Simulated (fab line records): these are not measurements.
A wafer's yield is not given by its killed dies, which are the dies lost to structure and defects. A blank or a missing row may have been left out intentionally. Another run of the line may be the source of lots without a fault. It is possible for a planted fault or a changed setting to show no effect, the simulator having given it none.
Problem report, 8D (eight disciplines) form, completed by code ; flow sfq line ; the parts of the form that need people (team, actions taken, sign-off) are left out

## 1. WHAT IS WRONG
Wafers without a fault read 139.0 s, standard deviation 0.6; run length s at SFQ_TRILAYER_I2_DEP_PECVD_063 reads a mean of 125.0 s on 3 wafers belonging to 3 lots. That puts it -23 standard deviations away from the usual mean.
The step: deposits SiO2 from SiH4/N2O, time 111.11 s, target thk 500 nm.
First observed at day 30 19:13: wafer L743.5, on pecvd-02. Wafers with a number at this step in the record: 36, from 13 lots. By rule, "out" or "out of limits" means more than 4 standard deviations away from the usual mean. The rest of the wafers with a number are treated as sound.

## 2. WHAT IT IS AND WHAT IT IS NOT
question;is;is not
which readings at this step;run length s;throttle valve pct
which lots;L743, L745, L747;L737, L738, L749, L750, L752, L753, L755, L756, L758, L759
which wafers of those lots;L743.5, L745.1, L747.1;L743.3, L745.2, L747.3
read on which tools;pecvd-02;pecvd-03, pecvd-04
when;from day 30 19:13;"up to then (7 sound wafers); but 26 sound wafers of L745, L747, L749, L750, L752, L753, L755, L756, L758, L759 came after"

## 3. SUSPECTS, AND WHAT RULES EACH OUT
Counting: a tool at a process step up to the reading stays a suspect if it ran every lot that is out. Sound lots after the first of them don't rule it out here, since some wafers of a struck lot are sound.
- pecvd-02 at SFQ_TRILAYER_I2_DEP_PECVD_063 (deposits SiO2 from SiH4/N2O, time 111.11 s, target thk 500 nm): kept. It ran every lot that is out, first L743 (day 30 19:13). Its own readings are out on those wafers: run length s.
After counting, what remains is pecvd-02 at SFQ_TRILAYER_I2_DEP_PECVD_063.

## 4. THE CAUSE (what the simulator had put in)
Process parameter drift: pecvd-02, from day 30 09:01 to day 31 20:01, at SFQ_TRILAYER_I2_DEP_PECVD_063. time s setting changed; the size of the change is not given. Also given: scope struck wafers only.
After counting, this tool was the only one left.

## 5. SEQUENCE OF EFFECTS, ordered by route
Each row: a reading where the mean over the struck wafers with a number is more than 3 standard deviations away from the usual. Readings are gone through only where the record gives a usual standard deviation; hours: the median, over the lots, of the time from a lot's start at the first step in this table giving one to that lot's start at this step; sigmas: the change measured in usual standard deviations.
hours;step;reading;usual;on struck wafers;change;sigmas
0;SFQ_TRILAYER_I2_DEP_PECVD_063;run length s;139.0 s;125.0;-14.0;-23
3;SFQ_TRILAYER_I2_CMP_CMP_064;time to endpoint s;216 s;169;-47;-6.8
It contains these process steps:
- SFQ_TRILAYER_I2_DEP_PECVD_063: deposits SiO2 from SiH4/N2O, time 111.11 s, target thk 500 nm.
- SFQ_TRILAYER_I2_CMP_CMP_064: polishes SiO2.
Later steps that measure or inspect, where all struck wafers having a row at the step show a number for every such reading and not one has moved that far: SFQ_I2_OVL_MEAS_918.

## 6. WHAT WOULD HAVE CAUGHT IT SOONER
10 hours passed between the start of the fault at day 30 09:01 and the first reading out of limits in this record, taken at day 30 19:13.
